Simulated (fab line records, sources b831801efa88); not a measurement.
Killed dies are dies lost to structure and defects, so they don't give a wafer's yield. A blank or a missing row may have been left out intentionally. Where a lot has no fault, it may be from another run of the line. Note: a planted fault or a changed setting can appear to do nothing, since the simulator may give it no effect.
Which tool was responsible? :: flow sky130 :: 24 lots, 72 wafers sampled, at 3 steps of a route of 708

WHAT THE GAUGES SHOWED, per wafer
SKY_LI_CONTACT_CD_MEAS_12 targets a cd of 170 nm.
lot: L074
measured: day 30 14:11
on: cd sem-02
cd nm (nm): 169.7 171.2 171.1

lot: L075
measured: day 30 17:03
on: cd sem-01
cd nm (nm): 167.9 168.7 167.2

lot: L076
measured: day 31 07:38
on: cd sem-01
cd nm (nm): 171.2 172.7 171.6

lot: L077
measured: day 31 04:11
on: cd sem-01
cd nm (nm): 171.5 171.5 171.9

lot: L078
measured: day 31 13:17
on: cd sem-02
cd nm (nm): 168.1 169.5 169.2

lot: L079
measured: day 32 00:25
on: cd sem-02
cd nm (nm): 168.3 167.9 169.4

lot: L080
measured: day 32 10:13
on: cd sem-01
cd nm (nm): 171.0 172.2 172.2

lot: L081
measured: day 32 15:44
on: cd sem-02
cd nm (nm): 169.5 168.5 170.5

lot: L082
measured: day 32 20:31
on: cd sem-01
cd nm (nm): 167.2 168.5 168.4

lot: L083
measured: day 33 07:44
on: cd sem-01
cd nm (nm): 169.1 170.4 169.9

lot: L084
measured: day 33 17:20
on: cd sem-01
cd nm (nm): 172.0 168.9 168.4

lot: L085
measured: day 34 00:50
on: cd sem-02
cd nm (nm): 166.8 168.5 168.3

lot: L086
measured: day 34 13:29
on: cd sem-02
cd nm (nm): 169.8 167.9 168.8

lot: L087
measured: day 34 20:20
on: cd sem-02
cd nm (nm): 169.0 168.1 169.2

lot: L088
measured: day 35 03:04
on: cd sem-01
cd nm (nm): 168.6 169.7 169.5

lot: L089
measured: day 35 06:23
on: cd sem-01
cd nm (nm): 170.1 170.5 170.2

lot: L090
measured: day 35 10:04
on: cd sem-02
cd nm (nm): 168.6 168.6 168.4

lot: L091
measured: day 35 15:29
on: cd sem-01
cd nm (nm): 169.9 169.6 168.3

lot: L092
measured: day 36 03:07
on: cd sem-01
cd nm (nm): 169.0 168.7 169.2

lot: L093
measured: day 36 06:50
on: cd sem-02
cd nm (nm): 168.3 168.3 168.7

lot: L094
measured: day 36 10:41
on: cd sem-02
cd nm (nm): 171.0 171.5 171.2

lot: L095
measured: day 37 02:52
on: cd sem-02
cd nm (nm): 170.7 171.4 171.3

lot: L096
measured: day 36 22:13
on: cd sem-01
cd nm (nm): 169.3 167.7 169.8

lot: L097
measured: day 37 06:26
on: cd sem-01
cd nm (nm): 169.2 168.8 169.7

WHAT TOOL EACH LOT RAN ON (gives the tool, then ch and the chambers of the sampled wafers, and finally the start)
lot: L074
SKY_FIELD_ISO_ETCH_17: rie si-01 ch 1,2,3, day 2 05:02
SKY_POLY_GATE_STRIP_18: plasma asher-03 ch 0,1, day 17 14:02

lot: L075
SKY_FIELD_ISO_ETCH_17: rie si-01 ch 1,2,3, day 2 12:50
SKY_POLY_GATE_STRIP_18: plasma asher-01 ch 0,1, day 17 19:13

lot: L076
SKY_FIELD_ISO_ETCH_17: rie si-02 ch 1,2,3, day 2 21:47
SKY_POLY_GATE_STRIP_18: plasma asher-02 ch 0,1, day 18 09:11

lot: L077
SKY_FIELD_ISO_ETCH_17: rie si-01 ch 1,2,3, day 2 21:55
SKY_POLY_GATE_STRIP_18: plasma asher-03 ch 0,1, day 18 03:41

lot: L078
SKY_FIELD_ISO_ETCH_17: rie si-01 ch 1,2,3, day 3 08:05
SKY_POLY_GATE_STRIP_18: plasma asher-01 ch 0,1, day 18 18:47

lot: L079
SKY_FIELD_ISO_ETCH_17: rie si-02 ch 0,2,3, day 3 11:23
SKY_POLY_GATE_STRIP_18: plasma asher-02 ch 0,1, day 19 05:50

lot: L080
SKY_FIELD_ISO_ETCH_17: rie si-01 ch 0,3, day 3 14:31
SKY_POLY_GATE_STRIP_18: plasma asher-02 ch 0,1, day 19 12:19

lot: L081
SKY_FIELD_ISO_ETCH_17: rie si-01 ch 2,3, day 3 20:19
SKY_POLY_GATE_STRIP_18: plasma asher-01 ch 0, day 19 17:41

lot: L082
SKY_FIELD_ISO_ETCH_17: rie si-02 ch 1,3, day 4 00:20
SKY_POLY_GATE_STRIP_18: plasma asher-01 ch 0,1, day 20 01:59

lot: L083
SKY_FIELD_ISO_ETCH_17: rie si-01 ch 0,1, day 4 04:55
SKY_POLY_GATE_STRIP_18: plasma asher-01 ch 0,1, day 20 17:30

lot: L084
SKY_FIELD_ISO_ETCH_17: rie si-02 ch 1,3, day 4 10:11
SKY_POLY_GATE_STRIP_18: plasma asher-01 ch 0,1, day 21 04:05

lot: L085
SKY_FIELD_ISO_ETCH_17: rie si-01 ch 1,2,3, day 4 15:49
SKY_POLY_GATE_STRIP_18: plasma asher-01 ch 0, day 21 15:11

lot: L086
SKY_FIELD_ISO_ETCH_17: rie si-02 ch 0,1,2, day 4 23:08
SKY_POLY_GATE_STRIP_18: plasma asher-02 ch 0,1, day 22 03:49

lot: L087
SKY_FIELD_ISO_ETCH_17: rie si-02 ch 0,1,3, day 5 02:38
SKY_POLY_GATE_STRIP_18: plasma asher-02 ch 0,1, day 22 09:27

lot: L088
SKY_FIELD_ISO_ETCH_17: rie si-01 ch 1,2,3, day 5 08:17
SKY_POLY_GATE_STRIP_18: plasma asher-02 ch 0,1, day 22 17:57

lot: L089
SKY_FIELD_ISO_ETCH_17: rie si-01 ch 0,1,3, day 5 13:08
SKY_POLY_GATE_STRIP_18: plasma asher-02 ch 0,1, day 22 23:11

lot: L090
SKY_FIELD_ISO_ETCH_17: rie si-01 ch 0,2, day 5 18:50
SKY_POLY_GATE_STRIP_18: plasma asher-03 ch 0,1, day 23 05:44

lot: L091
SKY_FIELD_ISO_ETCH_17: rie si-02 ch 0,2, day 5 23:08
SKY_POLY_GATE_STRIP_18: plasma asher-03 ch 0,1, day 23 09:45

lot: L092
SKY_FIELD_ISO_ETCH_17: rie si-02 ch 0,1, day 6 05:02
SKY_POLY_GATE_STRIP_18: plasma asher-02 ch 0,1, day 23 20:32

lot: L093
SKY_FIELD_ISO_ETCH_17: rie si-01 ch 0,3, day 6 09:56
SKY_POLY_GATE_STRIP_18: plasma asher-02 ch 0,1, day 24 03:47

lot: L094
SKY_FIELD_ISO_ETCH_17: rie si-01 ch 0,2,3, day 6 15:23
SKY_POLY_GATE_STRIP_18: plasma asher-01 ch 0,1, day 24 06:20

lot: L095
SKY_FIELD_ISO_ETCH_17: rie si-01 ch 0,1,3, day 6 19:43
SKY_POLY_GATE_STRIP_18: plasma asher-03 ch 0,1, day 24 22:42

lot: L096
SKY_FIELD_ISO_ETCH_17: rie si-02 ch 0,1,2, day 7 00:08
SKY_POLY_GATE_STRIP_18: plasma asher-02 ch 0,1, day 24 19:44

lot: L097
SKY_FIELD_ISO_ETCH_17: rie si-01 ch 2,3, day 7 05:58
SKY_POLY_GATE_STRIP_18: plasma asher-02 ch 0,1, day 25 06:08
- SKY_FIELD_ISO_ETCH_17: etches Si in HBr/Cl2/O2, target depth 342 nm, time 97.7 s.
- SKY_POLY_GATE_STRIP_18: strips in O2/N2.

WHAT THE TOOLS THEMSELVES READ (means of the sampled wafers that have a number; where no wafer has one, the mark that the record gives instead)
SKY_FIELD_ISO_ETCH_17.
lot: L074
tool: rie si-01
drypump motor current A (A): 5.7
oes product au (a.u.): 1.016
throttle valve pct (%): 25.656

lot: L075
tool: rie si-01
drypump motor current A (A): 5.7
oes product au (a.u.): 1.020
throttle valve pct (%): 25.648

lot: L076
tool: rie si-02
drypump motor current A (A): 5.9
oes product au (a.u.): 0.994
throttle valve pct (%): 25.665

lot: L077
tool: rie si-01
drypump motor current A (A): 5.7
oes product au (a.u.): 1.009
throttle valve pct (%): 25.658

lot: L078
tool: rie si-01
drypump motor current A (A): 5.8
oes product au (a.u.): 1.009
throttle valve pct (%): 25.652

lot: L079
tool: rie si-02
drypump motor current A (A): 6.1
oes product au (a.u.): 0.991
throttle valve pct (%): 25.663

lot: L080
tool: rie si-01
drypump motor current A (A): 6.0
oes product au (a.u.): 1.005
throttle valve pct (%): 25.655

lot: L081
tool: rie si-01
drypump motor current A (A): 6.2
oes product au (a.u.): 1.024
throttle valve pct (%): 25.640

lot: L082
tool: rie si-02
drypump motor current A (A): 5.8
oes product au (a.u.): 0.998
throttle valve pct (%): 25.650

lot: L083
tool: rie si-01
drypump motor current A (A): 5.3
oes product au (a.u.): 0.993
throttle valve pct (%): 25.661

lot: L084
tool: rie si-02
drypump motor current A (A): 5.9
oes product au (a.u.): 1.000
throttle valve pct (%): 25.647

lot: L085
tool: rie si-01
drypump motor current A (A): 5.7
oes product au (a.u.): 1.017
throttle valve pct (%): 25.651

lot: L086
tool: rie si-02
drypump motor current A (A): 6.0
oes product au (a.u.): 0.989
throttle valve pct (%): 25.668

lot: L087
tool: rie si-02
drypump motor current A (A): 6.0
oes product au (a.u.): 1.002
throttle valve pct (%): 25.661

lot: L088
tool: rie si-01
drypump motor current A (A): 5.7
oes product au (a.u.): 1.022
throttle valve pct (%): 25.646

lot: L089
tool: rie si-01
drypump motor current A (A): 5.7
oes product au (a.u.): 1.007
throttle valve pct (%): 25.653

lot: L090
tool: rie si-01
drypump motor current A (A): 5.9
oes product au (a.u.): 1.006
throttle valve pct (%): 25.655

lot: L091
tool: rie si-02
drypump motor current A (A): 6.0
oes product au (a.u.): 1.001
throttle valve pct (%): 25.655

lot: L092
tool: rie si-02
drypump motor current A (A): 6.0
oes product au (a.u.): 0.986
throttle valve pct (%): 25.683

lot: L093
tool: rie si-01
drypump motor current A (A): 6.2
oes product au (a.u.): 1.013
throttle valve pct (%): 25.649

lot: L094
tool: rie si-01
drypump motor current A (A): 6.0
oes product au (a.u.): 1.010
throttle valve pct (%): 25.651

lot: L095
tool: rie si-01
drypump motor current A (A): 5.8
oes product au (a.u.): 1.008
throttle valve pct (%): 25.650

lot: L096
tool: rie si-02
drypump motor current A (A): 6.0
oes product au (a.u.): 0.991
throttle valve pct (%): 25.670

lot: L097
tool: rie si-01
drypump motor current A (A): 6.2
oes product au (a.u.): 1.019
throttle valve pct (%): 25.644

SKY_POLY_GATE_STRIP_18.
lot: L074
tool: plasma asher-03
drypump motor current A (A): 6.5
o2 flow sccm (sccm): 3008
oes product au (a.u.): 0.354
strip time to endpoint s (s): 3.12

lot: L075
tool: plasma asher-01
drypump motor current A (A): 5.3
o2 flow sccm (sccm): 2996
oes product au (a.u.): 0.360
strip time to endpoint s (s): 3.10

lot: L076
tool: plasma asher-02
drypump motor current A (A): 5.8
o2 flow sccm (sccm): 3001
oes product au (a.u.): 0.364
strip time to endpoint s (s): 3.17

lot: L077
tool: plasma asher-03
drypump motor current A (A): 6.2
o2 flow sccm (sccm): 3001
oes product au (a.u.): 0.354
strip time to endpoint s (s): 3.08

lot: L078
tool: plasma asher-01
drypump motor current A (A): 5.3
o2 flow sccm (sccm): 2989
oes product au (a.u.): 0.365
strip time to endpoint s (s): 3.12

lot: L079
tool: plasma asher-02
drypump motor current A (A): 5.8
o2 flow sccm (sccm): 3007
oes product au (a.u.): 0.363
strip time to endpoint s (s): 3.18

lot: L080
tool: plasma asher-02
drypump motor current A (A): 5.8
o2 flow sccm (sccm): 2996
oes product au (a.u.): 0.359
strip time to endpoint s (s): 3.13

lot: L081
tool: plasma asher-01
drypump motor current A (A): 5.1
o2 flow sccm (sccm): 2993
oes product au (a.u.): 0.356
strip time to endpoint s (s): 3.14

lot: L082
tool: plasma asher-01
drypump motor current A (A): 5.3
o2 flow sccm (sccm): 2986
oes product au (a.u.): 0.361
strip time to endpoint s (s): 3.15

lot: L083
tool: plasma asher-01
drypump motor current A (A): 5.4
o2 flow sccm (sccm): 2997
oes product au (a.u.): 0.364
strip time to endpoint s (s): 3.20

lot: L084
tool: plasma asher-01
drypump motor current A (A): 5.2
o2 flow sccm (sccm): 3012
oes product au (a.u.): 0.358
strip time to endpoint s (s): 3.13

lot: L085
tool: plasma asher-01
drypump motor current A (A): 5.1
o2 flow sccm (sccm): 3008
oes product au (a.u.): 0.362
strip time to endpoint s (s): 3.14

lot: L086
tool: plasma asher-02
drypump motor current A (A): 5.6
o2 flow sccm (sccm): 3003
oes product au (a.u.): 0.361
strip time to endpoint s (s): 3.13

lot: L087
tool: plasma asher-02
drypump motor current A (A): 5.6
o2 flow sccm (sccm): 3004
oes product au (a.u.): 0.362
strip time to endpoint s (s): 3.15

lot: L088
tool: plasma asher-02
drypump motor current A (A): 5.8
o2 flow sccm (sccm): 2997
oes product au (a.u.): 0.358
strip time to endpoint s (s): 3.12

lot: L089
tool: plasma asher-02
drypump motor current A (A): 5.6
o2 flow sccm (sccm): 2999
oes product au (a.u.): 0.364
strip time to endpoint s (s): 3.14

lot: L090
tool: plasma asher-03
drypump motor current A (A): 6.2
o2 flow sccm (sccm): 2991
oes product au (a.u.): 0.363
strip time to endpoint s (s): 3.16

lot: L091
tool: plasma asher-03
drypump motor current A (A): 6.5
o2 flow sccm (sccm): 2996
oes product au (a.u.): 0.364
strip time to endpoint s (s): 3.16

lot: L092
tool: plasma asher-02
drypump motor current A (A): 5.8
o2 flow sccm (sccm): 3011
oes product au (a.u.): 0.362
strip time to endpoint s (s): 3.18

lot: L093
tool: plasma asher-02
drypump motor current A (A): 5.8
o2 flow sccm (sccm): 3000
oes product au (a.u.): 0.360
strip time to endpoint s (s): 3.17

lot: L094
tool: plasma asher-01
drypump motor current A (A): 5.3
o2 flow sccm (sccm): 2995
oes product au (a.u.): 0.360
strip time to endpoint s (s): 3.11

lot: L095
tool: plasma asher-03
drypump motor current A (A): 6.2
o2 flow sccm (sccm): 3000
oes product au (a.u.): 0.356
strip time to endpoint s (s): 3.17

lot: L096
tool: plasma asher-02
drypump motor current A (A): 5.8
o2 flow sccm (sccm): 3001
oes product au (a.u.): 0.361
strip time to endpoint s (s): 3.17

lot: L097
tool: plasma asher-02
drypump motor current A (A): 5.6
o2 flow sccm (sccm): 2997
oes product au (a.u.): 0.363
strip time to endpoint s (s): 3.18

THE ANSWER, worked out from the rows above alone
Rule: usual is defined by the lots themselves. The widest of any qualifying gaps counts: lots, ordered by their means at a reading, are off when they make up no more than a third of the lots, leave a main group of 4 or more, and stand apart from it by 3 or more times the standard deviation of that group's means. The tables above print the reading to a certain number of digits; a main group whose means all agree to those digits is not used. A lot without any number at a reading at which 4 lots or more have one is off too. All remaining lots with rows at the step are treated as sound. After the gauges, taken in route order, come the tools' own readings; for these a lot's mean is taken, as printed above. At the first step where some lot is off, the reading lying furthest off is the one used; lots without a number count as furthest.
Across all readings shown, no lot is off: no conclusion can be drawn from this.

WHAT THE SIMULATOR HAD PUT IN
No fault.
